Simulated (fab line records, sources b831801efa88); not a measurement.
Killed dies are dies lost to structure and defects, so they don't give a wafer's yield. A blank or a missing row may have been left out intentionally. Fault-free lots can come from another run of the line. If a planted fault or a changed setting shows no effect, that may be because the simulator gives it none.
Problem report, 8D (eight disciplines) form, completed by code :: flow sky130 :: the parts of the form that need people (team, actions taken, sign-off) are left out

## 1. THE ISSUE
Mean of cd-nm at SKY_SD_N_CD_MEAS_07: 274.6 nm across 3 wafers in 3 lots; on wafers with no fault it is 379.3 nm (standard deviation 2.3). That puts it -46 standard deviations away from the usual mean.
The step: target cd 380 nm.
Seen first at day 29 23:36 on cd-sem-02, wafer L971.5. The record has a number at this step for 40 wafers belonging to 14 lots. The rule behind "out" and "out of limits": a value lying over 4 standard deviations away from the usual mean. The rest of the wafers with a number are treated as sound.

## 2. WHAT IT IS; WHAT IT IS NOT
question: which readings at this step
is: cd-nm
is not: -

question: which lots
is: L971, L972, L975
is not: L967, L970, L977, L979, L982, L983, L985, L986, L987, L988, L989

question: which wafers of those lots
is: L971.5, L972.1, L975.1
is not: L971.3, L972.3, L972.4, L975.4

question: read on which gauges
is: cd-sem-01, cd-sem-02
is not: -

question: when
is: from day 29 23:36
is not: up to then (7 sound wafers); but 30 sound wafers of L972, L975, L977, L979, L982, L983, L985, L986, L987, L988, L989 came after

## 3. THE SUSPECTS, EACH WITH WHAT RULES IT OUT
Counting: a tool at a process step up to the reading stays a suspect if it ran every lot that is out. Sound lots after the first of them don't rule it out here, since some wafers of a struck lot are sound.
- the gauge at SKY_SD_N_CD_MEAS_07 has been ruled out. The wafers that are out were read on 2 gauges (cd-sem-01, cd-sem-02).
- litho-track-01 at SKY_SD_N_DEVELOP_06 (develop time 60 s): kept. Every lot that is out went through it, the first being L971 (day 29 23:28); the last sound lot it ran before that was L970 (day 29 15:19).
After counting, what remains is litho-track-01 at SKY_SD_N_DEVELOP_06.

## 4. THE CAUSE (what the simulator had put in)
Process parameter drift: litho-track-01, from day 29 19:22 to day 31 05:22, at SKY_SD_N_DEVELOP_06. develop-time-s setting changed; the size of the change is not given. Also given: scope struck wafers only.
Counting left only this tool.

## 5. THE EFFECT CHAIN, in route order
Rows list readings where the struck wafers' mean (over those with a number) sits beyond 3 standard deviations from the usual. Readings are gone through only where the record gives a usual standard deviation; hours: the median, over the lots, of the time from a lot's start at the first step in this table giving one to that lot's start at this step; sigmas: the change measured in usual standard deviations.
hours: 0
step: SKY_SD_N_CD_MEAS_07
reading: cd-nm
usual: 379.3 nm
on struck wafers: 274.6
change: -104.7
sigmas: -46

## 6. WHAT WOULD HAVE CAUGHT IT SOONER
4 hours passed between the start of the fault at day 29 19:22 and the first reading out of limits at a measuring or inspecting step in this record, taken at day 29 23:36.
Of the tool readings at SKY_SD_N_DEVELOP_06 for which the record gives a usual standard deviation, none was out on any struck wafer, so an alarm limit of 4 standard deviations on them would not have fired.
Lots out: 3; of these, L972, L975 started SKY_SD_N_DEVELOP_06 on litho-track-01 after day 29 23:36. A hold on the tool at that time would have spared those 2.
